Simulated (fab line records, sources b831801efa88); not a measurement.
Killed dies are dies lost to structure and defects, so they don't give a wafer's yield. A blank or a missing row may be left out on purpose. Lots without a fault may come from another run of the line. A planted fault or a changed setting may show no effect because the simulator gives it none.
A struck lot beside a sound one | flow sfq_line | 14 steps out of a route of 325
Sound: wafers L261.2, L261.3, L261.6. Struck: wafers L278.1, L278.3, L278.4. The cause comes at the end.
At each step with rows: each side's tool, then ch and its chambers, then its first start. Under that, the readings that differ: sound wafers | struck wafers | difference of the means | sigmas: that difference in standard deviations of wafers without a fault.
alike: readings whose means differ by less than 2 such deviations, and words and numbers that are the same on both sides. not compared: withheld readings, readings that some wafer has no value for, bounds like >300 that may hide the same value, and numbers for which the record gives no deviation and whose values overlap.
The two part at a step that has a row with sigmas, a row that says differs or no value, or rows on one side only. Numbers that don't overlap but have no deviation are shown without sigmas and don't part them. A reading that every wafer of one side lacks parts them only if that side has two wafers or more.

SFQ_TRILAYER_M1_ETCH_METAL_ETCH_042: etches Nb in Cl2/Ar, stops on SiO2, target depth 240 nm, time 120 s.
  sound on rie_metal-04 ch 0,1, day 13 12:56; struck on rie_metal-02 ch 0, day 18 23:41
  alike: chamber_pressure_mTorr, drypump_motor_current_A, oes_product_au
  not compared: rf_hours_counter_h
SFQ_TRILAYER_M1_STRIP_STRIP_043: strips in O2.
  sound on rie_metal-04 ch 0,1, day 13 13:04; struck on rie_metal-02 ch 0, day 18 23:56
  reading               | sound             | struck            | difference | sigmas
  oes_product_au (a.u.) | 1.011 1.008 1.004 | 0.978 0.988 0.978 | -0.026     | -2
  alike: chamber_pressure_mTorr, drypump_motor_current_A, platen_temp_c
  not compared: rf_hours_counter_h
then, 1 step without rows for these wafers: SFQ_TRILAYER_M1_STRIP_SOLV_CLEAN_044 (cleans in NMP, time 600 s).
SFQ_TRILAYER_I1_DEP_PECVD_045: deposits SiO2 from SiH4/N2O, time 111.11 s, target thk 500 nm.
  sound on pecvd-03 ch 0,1,2, day 13 13:50; struck on pecvd-03 ch 1,2, day 19 01:19
  alike: heater_power_w, throttle_valve_pct
SFQ_TRILAYER_I1_CMP_CMP_046: polishes SiO2.
  sound on cmp-02 ch 1,2,3, day 13 19:05; struck on cmp-01 ch 1,2,3, day 19 03:31
  alike: motor_current_A, time_to_endpoint_s
SFQ_I1_BOW_MEAS_912:
  sound on film_metro-01, day 13 21:07; struck on film_metro-02, day 19 06:31
  reading     | sound    | struck  | difference | sigmas
  I1_BOW (um) | -1 -8 -4 | 17 14 7 | +17        | +2
SFQ_TRILAYER_I1_METRO_MEASURE_047:
  sound on film_metro-01, day 13 21:25; struck on film_metro-02, day 19 06:38
  alike: thk_nm
then, 5 steps without rows for these wafers: SFQ_TRILAYER_I1_VIA_LITHO_COAT_054 (resist thk 62 nm); SFQ_TRILAYER_I1_VIA_LITHO_COAT_049 (resist thk 650 nm); SFQ_TRILAYER_I1_VIA_LITHO_SOFTBAKE_053; SFQ_TRILAYER_I1_VIA_LITHO_EXPOSE_050 (exposes mask I1, target cd 500 nm); SFQ_TRILAYER_I1_VIA_LITHO_PEB_052 (peb time 60 s).
-- the record jumps here: 6 days lie between the struck wafers' starts before and after --
SFQ_TRILAYER_I1_VIA_LITHO_DEVELOP_051: time 60 s.
  sound on litho_track-01 ch 0, day 18 03:01; struck on litho_track-01, day 25 04:14
  no value came back on the struck wafers for chill_plate_temp_C (C), exhaust_pa (Pa); on the sound wafers chill_plate_temp_C (C) reads 22.94 22.81 22.93
  reading                                                 | sound             | struck            | difference | sigmas
  model.KrF_of_TRILAYER_I1_VIA_LITHO_COAT_049.thk_nm (nm) | 628.6 626.7 628.5 | 645.9 646.4 646.7 | +18.4      |
SFQ_I1_OVL_MEAS_913:
  sound on overlay-02, day 18 03:08; struck on overlay-02, day 25 04:23
  reading     | sound   | struck | difference                    | sigmas
  I1_OVL (nm) | 1 -1 -5 | - - -  | no value on the struck wafers |

WHERE THEY PART
First at SFQ_TRILAYER_M1_STRIP_STRIP_043; last, within this record, at SFQ_I1_OVL_MEAS_913.

WHY: what the simulator had put in
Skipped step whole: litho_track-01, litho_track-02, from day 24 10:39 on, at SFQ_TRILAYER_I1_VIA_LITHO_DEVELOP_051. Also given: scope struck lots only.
